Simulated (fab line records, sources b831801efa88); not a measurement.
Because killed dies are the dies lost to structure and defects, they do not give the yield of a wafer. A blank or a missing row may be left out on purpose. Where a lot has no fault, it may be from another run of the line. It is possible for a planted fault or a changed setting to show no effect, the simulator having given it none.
Which tool was responsible? :: flow gf180mcu :: 18 wafers from 6 lots sampled at 2 of the route's 602 steps

== WHAT THE GAUGES SHOWED, per wafer ==
GF_M1_RS_MEAS_05: the measuring method here is four-point-probe.
lot: L215
measured: day 18 12:49
on: film-metro-02
M1_ALCU_RS (ohm/sq): 0.0704 0.0699 0.0699

lot: L217
measured: day 19 06:41
on: film-metro-02
M1_ALCU_RS (ohm/sq): 0.0697 0.0705 0.0697

lot: L220
measured: day 20 08:38
on: film-metro-02
M1_ALCU_RS (ohm/sq): 0.0688 0.0690 0.0691

lot: L222
measured: day 21 00:32
on: film-metro-01
M1_ALCU_RS (ohm/sq): 0.0711 0.0700 0.0699

lot: L224
measured: day 21 13:25
on: film-metro-01
M1_ALCU_RS (ohm/sq): 0.0713 0.0703 0.0701

lot: L232
measured: day 24 09:01
on: film-metro-04
M1_ALCU_RS (ohm/sq): 0.0688 0.0697 0.0694

== EACH LOT AND THE TOOL THAT RAN IT (in order: tool; ch and the chambers of the sampled wafers; start) ==
lot: L215
GF_CONTACT_CVD_24: cvd-w-01 ch 0, day 18 11:55

lot: L217
GF_CONTACT_CVD_24: cvd-w-01 ch 0,1, day 19 05:52

lot: L220
GF_CONTACT_CVD_24: cvd-w-02 ch 0,1, day 20 07:50

lot: L222
GF_CONTACT_CVD_24: cvd-w-02 ch 0,1, day 20 23:44

lot: L224
GF_CONTACT_CVD_24: cvd-w-02 ch 0, day 21 12:37

lot: L232
GF_CONTACT_CVD_24: cvd-w-02 ch 0,1, day 24 08:07
- GF_CONTACT_CVD_24: deposits W, target thk 300 nm, time 90.339 s.

== THE ANSWER, worked out from the rows above alone ==
Rule: usual is defined by the lots themselves. The widest of any qualifying gaps counts: lots, ordered by their means at a reading, are off when they make up no more than a third of the lots, leave a main group of 4 or more, and stand apart from it by 3 or more times the standard deviation of that group's means. If all means in a main group match to the digits the tables above print for the reading, that group is not used. Also off: a lot with no number at a reading for which 4 or more lots have one. Where the step has rows for the other lots, those lots are counted as sound.
No lot is off on any of the readings shown, so nothing can be concluded from this.

== WHAT THE SIMULATOR HAD INSERTED ==
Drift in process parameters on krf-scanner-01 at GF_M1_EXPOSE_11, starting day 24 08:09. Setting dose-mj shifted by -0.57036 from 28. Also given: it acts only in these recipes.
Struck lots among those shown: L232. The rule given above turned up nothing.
